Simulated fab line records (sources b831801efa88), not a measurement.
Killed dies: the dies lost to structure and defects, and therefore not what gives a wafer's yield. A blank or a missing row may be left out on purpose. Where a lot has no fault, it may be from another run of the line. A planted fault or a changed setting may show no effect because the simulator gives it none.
Which tool did it? -- flow gf180mcu -- 13 lots, 39 wafers sampled, at 1 step of a route of 602

WHAT THE GAUGES SHOWED, per wafer
GF_V1_CD_MEAS_14: target cd 260 nm.
lot,measured,on,cd nm (nm)
L961,day 18 08:37,cd sem-01,259.4 260.4 260.2
L962,day 19 01:56,cd sem-01,259.3 259.4 260.3
L963,day 19 08:40,cd sem-01,258.9 258.8 259.0
L964,day 20 00:13,cd sem-02,260.4 259.8 260.0
L966,day 20 13:00,cd sem-01,259.3 259.5 259.9
L968,day 21 02:26,cd sem-01,258.9 259.6 258.3
L969,day 21 19:47,cd sem-01,259.1 261.5 260.3
L971,day 22 09:41,cd sem-02,261.0 261.3 261.3
L973,day 23 05:25,cd sem-01,259.2 258.3 259.2
L974,day 23 08:19,cd sem-01,259.6 259.1 258.9
L975,day 23 19:04,cd sem-02,260.4 259.8 261.2
L982,day 25 20:05,cd sem-02,260.7 260.7 260.6
L983,day 26 07:50,cd sem-02,261.0 260.1 261.5

WHICH TOOL RAN EACH LOT (tool, then ch and the chambers of the sampled wafers, then the start)
The record holds no process step before these readings.

WHAT THE TOOLS THEMSELVES READ (means of the sampled wafers that have a number; where no wafer has one, the mark that the record gives instead)
The record holds no such reading with a usual standard deviation.

THE ANSWER, worked out from the rows above alone
Rule: the usual values come from the lots themselves. The widest of any qualifying gaps counts: lots, ordered by their means at a reading, are off when they make up no more than a third of the lots, leave a main group of 4 or more, and stand apart from it by 3 or more times the standard deviation of that group's means. If all means in a main group match to the digits the tables above print for the reading, that group is not used. A lot without any number at a reading at which 4 lots or more have one is off too. Where the step has rows for the other lots, those lots are counted as sound. Order of review: gauges by route order, followed by the tools' own readings, for which a lot's mean as printed above is used. At the first step where some lot is off, the reading lying furthest off is the one used; lots without a number count as furthest.
None of the lots is off at any reading shown; this tells nothing.

WHAT WAS PUT IN BY THE SIMULATOR
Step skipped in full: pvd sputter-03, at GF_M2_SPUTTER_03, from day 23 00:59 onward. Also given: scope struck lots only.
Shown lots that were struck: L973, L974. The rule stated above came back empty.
